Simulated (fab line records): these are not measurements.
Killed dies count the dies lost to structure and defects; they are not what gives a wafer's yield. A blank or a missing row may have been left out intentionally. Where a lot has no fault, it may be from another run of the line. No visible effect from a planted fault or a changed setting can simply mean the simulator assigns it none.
What tool caused it? + flow sky130 + 72 wafers from 24 lots sampled at 6 of the route's 708 steps

## WHAT THE GAUGES READ, wafer by wafer
SKY_METAL2_OVL_MEAS_16. Usual: METAL2_OVL 2 nm, standard deviation 5.3.
| lot  | measured     | on         | METAL2_OVL (nm) | flag |
|------|--------------|------------|-----------------|------|
| L074 | day 34 22:19 | overlay-01 | 4 2 0           |      |
| L075 | day 35 15:27 | overlay-01 | 0 -3 -7         |      |
| L076 | day 35 18:54 | overlay-01 | 9 8 12          |      |
| L077 | day 36 00:23 | overlay-01 | 0 1 2           |      |
| L078 | day 36 08:14 | overlay-02 | -8 -4 -6        |      |
| L079 | day 36 19:48 | overlay-02 | 8 8 8           |      |
| L080 | day 37 00:12 | overlay-02 | -4 -3 -2        |      |
| L081 | day 37 15:20 | overlay-02 | 0 -5 -3         |      |
| L082 | day 37 21:39 | overlay-01 | -6 -4 -11       |      |
| L083 | day 38 08:41 | overlay-01 | -2 -4 6         |      |
| L084 | day 38 09:58 | overlay-01 | -5 3 -4         |      |
| L085 | day 38 21:09 | overlay-02 | 2 4 5           |      |
| L086 | day 38 20:27 | overlay-02 | 2 6 3           |      |
| L087 | day 39 07:50 | overlay-01 | 15 6 12         |      |
| L088 | day 39 14:13 | overlay-02 | 2 1 7           |      |
| L089 | day 40 04:24 | overlay-02 | 11 3 8          |      |
| L090 | day 40 05:47 | overlay-02 | -3 6 6          |      |
| L091 | day 40 19:17 | overlay-02 | 2 2 4           |      |
| L093 | day 40 22:29 | overlay-02 | 0 -2 1          |      |
| L092 | day 40 21:33 | overlay-02 | 3 10 7          |      |
| L094 | day 42 02:22 | overlay-01 | 2 -5 -3         |      |
| L095 | day 42 20:08 | overlay-01 | -2 -4 -4        |      |
| L097 | day 42 12:53 | overlay-02 | 8 5 8           |      |
| L096 | day 42 15:59 | overlay-02 | 0 6 6           |      |

## EACH LOT AND THE TOOL THAT RAN IT (in order: tool; ch and the chambers of the sampled wafers; start)
| lot  | SKY_FIELD_ISO_CMP_27         | SKY_LOCAL_INTERCONNECT_STRIP_15      | SKY_CONTACT_CMP_04            | SKY_METAL1_DESCUM_17              | SKY_VIA1_CMP_02               |
|------|------------------------------|--------------------------------------|-------------------------------|-----------------------------------|-------------------------------|
| L074 | cmp-02 ch 0,1,2, day 2 10:52 | plasma asher-01 ch 0,1, day 30 03:31 | cmp-01 ch 1,2,3, day 30 04:28 | rie metal-02 ch 1, day 32 13:17   | cmp-02 ch 0,3, day 32 14:30   |
| L075 | cmp-02 ch 0,1,3, day 2 18:26 | plasma asher-03 ch 0,1, day 30 22:44 | cmp-01 ch 1,3, day 30 23:36   | rie metal-04 ch 0,1, day 33 07:43 | cmp-02 ch 0,2, day 33 08:40   |
| L076 | cmp-01 ch 0,1,2, day 2 21:16 | plasma asher-02 ch 0,1, day 31 02:31 | cmp-01 ch 0,1,2, day 31 03:21 | rie metal-03 ch 0,1, day 33 11:34 | cmp-01 ch 0,1,2, day 33 12:37 |
| L077 | cmp-01 ch 1,2,3, day 3 02:43 | plasma asher-01 ch 0,1, day 31 07:26 | cmp-02 ch 0,1,3, day 31 08:21 | rie metal-03 ch 0,1, day 33 16:34 | cmp-02 ch 1,2,3, day 33 17:44 |
| L078 | cmp-01 ch 0,1,2, day 3 10:01 | plasma asher-01 ch 0,1, day 31 16:12 | cmp-02 ch 1,2,3, day 31 17:03 | rie metal-02 ch 0,1, day 34 00:40 | cmp-01 ch 0,2,3, day 34 02:05 |
| L079 | cmp-02 ch 1,2,3, day 3 12:43 | plasma asher-02 ch 0,1, day 32 03:51 | cmp-01 ch 0,2,3, day 32 04:58 | rie metal-03 ch 0,1, day 34 13:11 | cmp-01 ch 0,1,3, day 34 14:11 |
| L080 | cmp-01 ch 1,3, day 3 18:26   | plasma asher-02 ch 0,1, day 32 08:41 | cmp-01 ch 2,3, day 32 09:28   | rie metal-02 ch 0,1, day 34 17:44 | cmp-01 ch 1,2,3, day 34 18:45 |
| L081 | cmp-02 ch 0,3, day 4 01:41   | plasma asher-02 ch 0,1, day 33 00:07 | cmp-02 ch 0,1,3, day 33 01:01 | rie metal-03 ch 0,1, day 35 09:22 | cmp-02 ch 0,1, day 35 10:19   |
| L082 | cmp-01 ch 0,1, day 4 06:02   | plasma asher-03 ch 0,1, day 33 06:36 | cmp-01 ch 0,1, day 33 07:37   | rie metal-03 ch 0,1, day 35 14:32 | cmp-01 ch 0,3, day 35 15:30   |
| L083 | cmp-01 ch 0,3, day 4 12:44   | plasma asher-03 ch 0,1, day 33 18:43 | cmp-01 ch 1,3, day 33 19:31   | rie metal-03 ch 0,1, day 36 02:14 | cmp-01 ch 0,2,3, day 36 03:15 |
| L084 | cmp-01 ch 1,3, day 4 15:11   | plasma asher-01 ch 0,1, day 33 19:01 | cmp-01 ch 0,2, day 33 19:56   | rie metal-02 ch 0,1, day 36 02:35 | cmp-01 ch 0,1,2, day 36 03:32 |
| L085 | cmp-01 ch 2,3, day 4 21:45   | plasma asher-01 ch 1, day 34 08:36   | cmp-02 ch 0,2,3, day 34 09:28 | rie metal-02 ch 0,1, day 36 15:08 | cmp-01 ch 0,1,3, day 36 16:07 |
| L086 | cmp-02 ch 0,1,3, day 5 01:37 | plasma asher-02 ch 0,1, day 34 05:47 | cmp-02 ch 0,2, day 34 06:39   | rie metal-03 ch 0,1, day 36 13:49 | cmp-02 ch 0,1,3, day 36 14:53 |
| L087 | cmp-02 ch 1,2,3, day 5 05:58 | plasma asher-01 ch 0,1, day 34 18:48 | cmp-02 ch 0,2,3, day 34 19:40 | rie metal-03 ch 0,1, day 37 02:01 | cmp-02 ch 0,1,3, day 37 02:59 |
| L088 | cmp-02 ch 0,1, day 5 15:36   | plasma asher-02 ch 0,1, day 35 01:52 | cmp-02 ch 0,2,3, day 35 02:47 | rie metal-04 ch 0,1, day 37 08:01 | cmp-02 ch 1,2,3, day 37 09:09 |
| L089 | cmp-01 ch 0,1,2, day 5 19:02 | plasma asher-03 ch 0,1, day 35 15:57 | cmp-01 ch 0,2, day 35 16:50   | rie metal-02 ch 0,1, day 37 22:31 | cmp-02 ch 0,1,2, day 37 23:31 |
| L090 | cmp-02 ch 0,1,2, day 5 20:32 | plasma asher-01 ch 0,1, day 35 17:10 | cmp-02 ch 0,2, day 35 18:01   | rie metal-04 ch 0,1, day 38 00:26 | cmp-02 ch 1,3, day 38 01:32   |
| L091 | cmp-02 ch 0,1,2, day 6 11:41 | plasma asher-02 ch 0,1, day 36 08:53 | cmp-02 ch 1,2, day 36 09:44   | rie metal-02 ch 0,1, day 38 14:52 | cmp-02 ch 1,3, day 38 15:54   |
| L093 | cmp-02 ch 0,2, day 6 15:56   | plasma asher-01 ch 0,1, day 36 12:22 | cmp-01 ch 2,3, day 36 13:20   | rie metal-02 ch 0, day 38 18:07   | cmp-02 ch 1,2, day 38 19:06   |
| L092 | cmp-01 ch 1,2,3, day 6 16:02 | plasma asher-01 ch 0,1, day 36 10:12 | cmp-01 ch 0,1,3, day 36 11:04 | rie metal-04 ch 0,1, day 38 15:58 | cmp-02 ch 0,3, day 38 17:01   |
| L094 | cmp-01 ch 1,3, day 7 03:05   | plasma asher-01 ch 0,1, day 37 17:16 | cmp-01 ch 0,1,3, day 37 18:11 | rie metal-02 ch 0, day 39 23:29   | cmp-02 ch 0,1, day 40 00:31   |
| L095 | cmp-02 ch 0,2,3, day 7 16:50 | plasma asher-01 ch 0,1, day 38 09:46 | cmp-02 ch 0,1, day 38 11:16   | rie metal-03 ch 0,1, day 40 15:55 | cmp-02 ch 2,3, day 40 16:55   |
| L097 | cmp-01 ch 2,3, day 7 17:05   | plasma asher-01 ch 0,1, day 38 04:13 | cmp-02 ch 0,3, day 38 05:10   | rie metal-04 ch 0, day 40 10:27   | cmp-02 ch 0,1,3, day 40 11:42 |
| L096 | cmp-02 ch 0,2, day 7 17:11   | plasma asher-02 ch 0,1, day 38 08:00 | cmp-02 ch 2,3, day 38 08:53   | rie metal-03 ch 0,1, day 40 12:43 | cmp-01 ch 0,2,3, day 40 13:46 |
- SKY_FIELD_ISO_CMP_27: polishes, stops on Si3N4, t overpolish 16 s, target thk 457.8 nm.
- SKY_LOCAL_INTERCONNECT_STRIP_15: strips in O2/N2.
- SKY_CONTACT_CMP_04: polishes SiO2.
- SKY_METAL1_DESCUM_17: chemistry O2, time 8 s.
- SKY_VIA1_CMP_02: polishes SiO2.

## AS READ BY THE TOOLS THEMSELVES (means over the sampled wafers that have a number; for cases with no such wafer, the mark the record gives instead)
SKY_FIELD_ISO_CMP_27. Usual: motor current A 12.1 A, standard deviation 1.6; overpolish run s 16.001 s, standard deviation 0.0085; time to endpoint s 110 s, standard deviation 5.3.
| lot  | tool   | motor current A (A) | overpolish run s (s) | time to endpoint s (s) | flag |
|------|--------|---------------------|----------------------|------------------------|------|
| L074 | cmp-02 | 12.3                | 15.994               | 114                    |      |
| L075 | cmp-02 | 11.3                | 16.010               | 113                    |      |
| L076 | cmp-01 | 12.6                | 16.006               | 106                    |      |
| L077 | cmp-01 | 11.8                | 16.004               | 105                    |      |
| L078 | cmp-01 | 13.0                | 16.001               | 107                    |      |
| L079 | cmp-02 | 11.3                | 16.002               | 115                    |      |
| L080 | cmp-01 | 11.3                | 15.992               | 106                    |      |
| L081 | cmp-02 | 11.9                | 15.998               | 113                    |      |
| L082 | cmp-01 | 14.5                | 16.002               | 109                    |      |
| L083 | cmp-01 | 11.3                | 16.001               | 116                    |      |
| L084 | cmp-01 | 11.9                | 15.994               | 107                    |      |
| L085 | cmp-01 | 10.5                | 15.997               | 112                    |      |
| L086 | cmp-02 | 11.3                | 15.994               | 110                    |      |
| L087 | cmp-02 | 11.5                | 16.008               | 111                    |      |
| L088 | cmp-02 | 11.7                | 16.001               | 114                    |      |
| L089 | cmp-01 | 13.0                | 16.001               | 107                    |      |
| L090 | cmp-02 | 12.5                | 15.999               | 111                    |      |
| L091 | cmp-02 | 11.8                | 16.001               | 111                    |      |
| L093 | cmp-02 | 12.5                | 15.996               | 110                    |      |
| L092 | cmp-01 | 11.5                | 15.999               | 106                    |      |
| L094 | cmp-01 | 11.0                | 15.999               | 112                    |      |
| L095 | cmp-02 | 12.0                | 16.003               | 112                    |      |
| L097 | cmp-01 | 10.7                | 15.994               | 110                    |      |
| L096 | cmp-02 | 12.7                | 16.001               | 113                    |      |

SKY_LOCAL_INTERCONNECT_STRIP_15. Usual: drypump motor current A 5.7 A, standard deviation 0.3; oes product au 0.426 a.u., standard deviation 0.0046; strip time to endpoint s 4.71 s, standard deviation 0.033.
| lot  | tool            | drypump motor current A (A) | oes product au (a.u.) | strip time to endpoint s (s) | flag |
|------|-----------------|-----------------------------|-----------------------|------------------------------|------|
| L074 | plasma asher-01 | 5.5                         | 0.425                 | 4.68                         |      |
| L075 | plasma asher-03 | 5.8                         | 0.422                 | 4.67                         |      |
| L076 | plasma asher-02 | 5.7                         | 0.426                 | 4.76                         |      |
| L077 | plasma asher-01 | 5.6                         | 0.427                 | 4.69                         |      |
| L078 | plasma asher-01 | 5.5                         | 0.425                 | 4.68                         |      |
| L079 | plasma asher-02 | 5.9                         | 0.427                 | 4.73                         |      |
| L080 | plasma asher-02 | 5.7                         | 0.424                 | 4.70                         |      |
| L081 | plasma asher-02 | 5.7                         | 0.427                 | 4.70                         |      |
| L082 | plasma asher-03 | 6.0                         | 0.423                 | 4.73                         |      |
| L083 | plasma asher-03 | 6.0                         | 0.430                 | 4.74                         |      |
| L084 | plasma asher-01 | 5.6                         | 0.421                 | 4.70                         |      |
| L085 | plasma asher-01 | 5.3                         | 0.422                 | 4.72                         |      |
| L086 | plasma asher-02 | 5.9                         | 0.427                 | 4.68                         |      |
| L087 | plasma asher-01 | 5.6                         | 0.419                 | 4.67                         |      |
| L088 | plasma asher-02 | 5.7                         | 0.424                 | 4.69                         |      |
| L089 | plasma asher-03 | 5.8                         | 0.427                 | 4.71                         |      |
| L090 | plasma asher-01 | 5.6                         | 0.427                 | 4.78                         |      |
| L091 | plasma asher-02 | 5.7                         | 0.427                 | 4.72                         |      |
| L093 | plasma asher-01 | 5.6                         | 0.426                 | 4.68                         |      |
| L092 | plasma asher-01 | 5.5                         | 0.424                 | 4.70                         |      |
| L094 | plasma asher-01 | 5.4                         | 0.431                 | 4.77                         |      |
| L095 | plasma asher-01 | 5.5                         | 0.423                 | 4.69                         |      |
| L097 | plasma asher-01 | 5.6                         | 0.426                 | 4.73                         |      |
| L096 | plasma asher-02 | 5.7                         | 0.425                 | 4.73                         |      |

SKY_CONTACT_CMP_04. Usual: motor current A 12.1 A, standard deviation 1.7; time to endpoint s 83 s, standard deviation 5.2.
| lot  | tool   | motor current A (A) | time to endpoint s (s) | flag |
|------|--------|---------------------|------------------------|------|
| L074 | cmp-01 | 11.2                | 81                     |      |
| L075 | cmp-01 | 11.8                | 83                     |      |
| L076 | cmp-01 | 13.3                | 78                     |      |
| L077 | cmp-02 | 11.6                | 83                     |      |
| L078 | cmp-02 | 11.5                | 82                     |      |
| L079 | cmp-01 | 12.3                | 84                     |      |
| L080 | cmp-01 | 10.9                | 88                     |      |
| L081 | cmp-02 | 11.6                | 79                     |      |
| L082 | cmp-01 | 13.3                | 78                     |      |
| L083 | cmp-01 | 11.0                | 81                     |      |
| L084 | cmp-01 | 12.3                | 83                     |      |
| L085 | cmp-02 | 12.1                | 82                     |      |
| L086 | cmp-02 | 12.5                | 91                     |      |
| L087 | cmp-02 | 12.2                | 82                     |      |
| L088 | cmp-02 | 12.1                | 83                     |      |
| L089 | cmp-01 | 14.1                | 80                     |      |
| L090 | cmp-02 | 12.9                | 85                     |      |
| L091 | cmp-02 | 12.3                | 86                     |      |
| L093 | cmp-01 | 10.9                | 88                     |      |
| L092 | cmp-01 | 12.7                | 82                     |      |
| L094 | cmp-01 | 12.8                | 89                     |      |
| L095 | cmp-02 | 11.9                | 87                     |      |
| L097 | cmp-02 | 11.1                | 80                     |      |
| L096 | cmp-02 | 10.9                | 79                     |      |

SKY_METAL1_DESCUM_17. Usual: drypump motor current A 5.93 A, standard deviation 0.17; oes product au 1.008 a.u., standard deviation 0.02.
| lot  | tool         | drypump motor current A (A) | oes product au (a.u.) | flag |
|------|--------------|-----------------------------|-----------------------|------|
| L074 | rie metal-02 | 6.11                        | 0.977                 |      |
| L075 | rie metal-04 | 5.71                        | 1.013                 |      |
| L076 | rie metal-03 | 5.91                        | 1.026                 |      |
| L077 | rie metal-03 | 5.92                        | 1.023                 |      |
| L078 | rie metal-02 | 5.94                        | 0.983                 |      |
| L079 | rie metal-03 | 5.83                        | 1.032                 |      |
| L080 | rie metal-02 | 6.03                        | 0.983                 |      |
| L081 | rie metal-03 | 5.85                        | 1.025                 |      |
| L082 | rie metal-03 | 5.85                        | 1.023                 |      |
| L083 | rie metal-03 | 5.85                        | 1.026                 |      |
| L084 | rie metal-02 | 6.04                        | 0.981                 |      |
| L085 | rie metal-02 | 5.96                        | 0.996                 |      |
| L086 | rie metal-03 | 5.87                        | 1.026                 |      |
| L087 | rie metal-03 | 5.84                        | 1.022                 |      |
| L088 | rie metal-04 | 5.90                        | 1.019                 |      |
| L089 | rie metal-02 | 5.95                        | 0.995                 |      |
| L090 | rie metal-04 | 5.69                        | 1.013                 |      |
| L091 | rie metal-02 | 6.05                        | 0.995                 |      |
| L093 | rie metal-02 | 5.90                        | 1.003                 |      |
| L092 | rie metal-04 | 5.71                        | 1.017                 |      |
| L094 | rie metal-02 | 5.86                        | 0.996                 |      |
| L095 | rie metal-03 | 5.91                        | 1.021                 |      |
| L097 | rie metal-04 | 6.09                        | 1.016                 |      |
| L096 | rie metal-03 | 5.94                        | 1.027                 |      |

SKY_VIA1_CMP_02. Usual: motor current A reads 12.0 A (standard deviation 1.6).
| lot  | tool   | motor current A (A) | flag |
|------|--------|---------------------|------|
| L074 | cmp-02 | 10.7                |      |
| L075 | cmp-02 | 12.9                |      |
| L076 | cmp-01 | 12.5                |      |
| L077 | cmp-02 | 11.8                |      |
| L078 | cmp-01 | 11.8                |      |
| L079 | cmp-01 | 12.9                |      |
| L080 | cmp-01 | 11.4                |      |
| L081 | cmp-02 | 11.7                |      |
| L082 | cmp-01 | 11.9                |      |
| L083 | cmp-01 | 12.0                |      |
| L084 | cmp-01 | 13.1                |      |
| L085 | cmp-01 | 13.0                |      |
| L086 | cmp-02 | 11.1                |      |
| L087 | cmp-02 | 11.5                |      |
| L088 | cmp-02 | 11.8                |      |
| L089 | cmp-02 | 12.2                |      |
| L090 | cmp-02 | 10.7                |      |
| L091 | cmp-02 | 11.0                |      |
| L093 | cmp-02 | 11.8                |      |
| L092 | cmp-02 | 10.8                |      |
| L094 | cmp-02 | 12.3                |      |
| L095 | cmp-02 | 12.1                |      |
| L097 | cmp-02 | 11.5                |      |
| L096 | cmp-01 | 12.2                |      |

## THE ANSWER, worked out from the rows above alone
Rule: lot off if the mean of its wafers having a number is beyond 3 standard deviations from the usual mean. A lot without any number at a reading at which 4 lots or more have one is off too. Any other lot the step has rows for is counted as sound. The gauges are gone through in route order, then the tools' own readings, and for those a lot's mean is taken as printed above. The first step at which some lot is off is used, and at that step the reading that is off furthest; a lot without a number counts as furthest.
Nothing can be told from this: no lot is off at any reading shown.

## WHAT THE SIMULATOR HAD INSERTED
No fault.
